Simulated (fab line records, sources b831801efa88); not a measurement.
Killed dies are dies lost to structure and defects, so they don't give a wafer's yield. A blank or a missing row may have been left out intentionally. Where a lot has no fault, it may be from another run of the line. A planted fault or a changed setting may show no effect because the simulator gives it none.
Struck lot and sound lot, side by side | flow sky130 | 17 steps out of a route of 708
Sound: wafers L874.1, L874.2, L874.4. Wafers struck: L868.1, L868.3, L868.4. The cause is given at the end.
Each step with rows lists, per side, the tool, then ch with its chambers, then its first start. Under that, the readings that differ: sound wafers | struck wafers | difference of the means | sigmas: that difference in standard deviations of wafers without a fault.
alike: readings with means less than 2 such deviations apart, plus words and numbers identical on both sides. not compared: withheld readings, readings lacking a value on some wafer, bounds such as >300 that could conceal the same value, and numbers that have no deviation in the record and whose values overlap.
The two part at a step that has a row with sigmas, a row that says differs or no value, or rows on one side only. Non-overlapping numbers with no deviation appear without sigmas and do not part them. A reading that every wafer of one side lacks parts them only if that side has two wafers or more.

SKY_LDD_HVN_OVL_MEAS_07:
  sound on overlay-02 at day 25 14:55; struck on overlay-02 at day 23 10:21
  alike: LDD_HVN_OVL
next, for these wafers, 1 step has no rows: SKY_LDD_HVN_IMPLANT_08.
SKY_LDD_HVN_STRIP_09: strips in O2/N2.
  sound on plasmaAsher-01 ch 0,1, day 25 15:06; struck on plasmaAsher-01 ch 0,1, day 23 10:32
  alike: drypumpMotorCurrentA, oesProductAu, stripTimeToEndpointS
  not compared: rfHoursCounterH
SKY_LDD_HVN_TW_MEAS_10:
  sound on filmMetro-04 at day 25 15:12; struck on filmMetro-04 at day 23 10:38
  alike: LDD_HVN_TW
then, 7 steps without rows for these wafers: SKY_LDD_HVP_DEHYDRATE_00 (time 60 s); SKY_LDD_HVP_HMDS_01 (prime time 60 s); SKY_LDD_HVP_COAT_02 (resist thk 300 nm); SKY_LDD_HVP_SOFTBAKE_03 (time 60 s); SKY_LDD_HVP_EXPOSE_04 (exposes mask HVPTM, target cd 700 nm); SKY_LDD_HVP_PEB_05; SKY_LDD_HVP_DEVELOP_06 (develop time 60 s).
SKY_LDD_HVP_OVL_MEAS_07:
  sound on overlay-02 at day 26 19:54; struck on overlay-01 at day 24 16:25
reading          | sound          | struck      | difference | sigmas
LDD_HVP_OVL (nm) | -1.5 -1.2 -1.3 | 2.7 2.0 5.5 | +4.7       | +3
SKY_LDD_HVP_IMPLANT_08:
  sound on implanter-03 ch 0, day 26 19:56; struck on implanter-02 ch 0, day 24 16:27
reading          | sound                           | struck                          | difference  | sigmas
doseIonsCm2      | 1.6984e+13 1.699e+13 1.6986e+13 | 1.0795e+13 1.0808e+13 1.081e+13 | -6.1823e+12 | -99 or more
faradayCurrentUA | 97.3 95.9 94.0                  | 62.5 61.2 59.8                  | -34.6       | -22
SKY_LDD_HVP_STRIP_09: strips in O2/N2.
  sound on plasmaAsher-04 ch 0,1, day 26 20:05; struck on plasmaAsher-02 ch 0,1, day 24 16:36
  alike: drypumpMotorCurrentA, oesProductAu, stripTimeToEndpointS
  not compared: rfHoursCounterH
SKY_LDD_HVP_TW_MEAS_10:
  sound on filmMetro-03 at day 26 20:11; struck on filmMetro-01 at day 24 16:42
reading    | sound       | struck      | difference | sigmas
LDD_HVP_TW | 455 452 456 | 400 398 400 | -55        | -15
then, 1 step without rows for these wafers: SKY_LDD_LDN_DEHYDRATE_00 (time 60 s).
-- record jumps: 23 days separate the struck wafers' starts on either side; left off in module LDD_LDN, taken up again in module PAD_OPEN, whose first shown step is the route's number 708 --
SKY_PAD_OPEN_PROBE_99:
  sound on prober-01 at day 49 08:22; struck on prober-01 at day 48 01:58
reading                               | sound  | struck               | difference | sigmas
killed_at_M0_to_M3                    | 35     | 47 46 54             | +14        | +2
model.etest.tip_p_5v.rsOhmSq          | 2863   | 3984 4002 3972       | +1123      | 
model.etest.pfetG5v0d10v5.rOnOhmUm    | 4762   | 4901 4875 4969       | +153       | 
model.etest.tip_p_5v.rsOhmSqRange     | 96.29  | 116.1 208.9 189.2    | +75.1      | 
model.etest.pfetG5v0d10v5.driveUaUm   | 339.5  | 329.3 333.4 328.1    | -9.2       | 
model.etest.pfetG5v0d10v5.offLog10AUm | -12.35 | -12.94 -13.05 -12.97 | -0.64      | 
  alike: killed_at_M4_up, killedAtContacts, killedAtFrontEnd, killedAtOther, killedDies, killedOpen, killedShort

## WHERE THEY PART
Earliest at SKY_LDD_HVP_OVL_MEAS_07; latest, in this record, at SKY_PAD_OPEN_PROBE_99.

WHY: whatever the simulator had introduced
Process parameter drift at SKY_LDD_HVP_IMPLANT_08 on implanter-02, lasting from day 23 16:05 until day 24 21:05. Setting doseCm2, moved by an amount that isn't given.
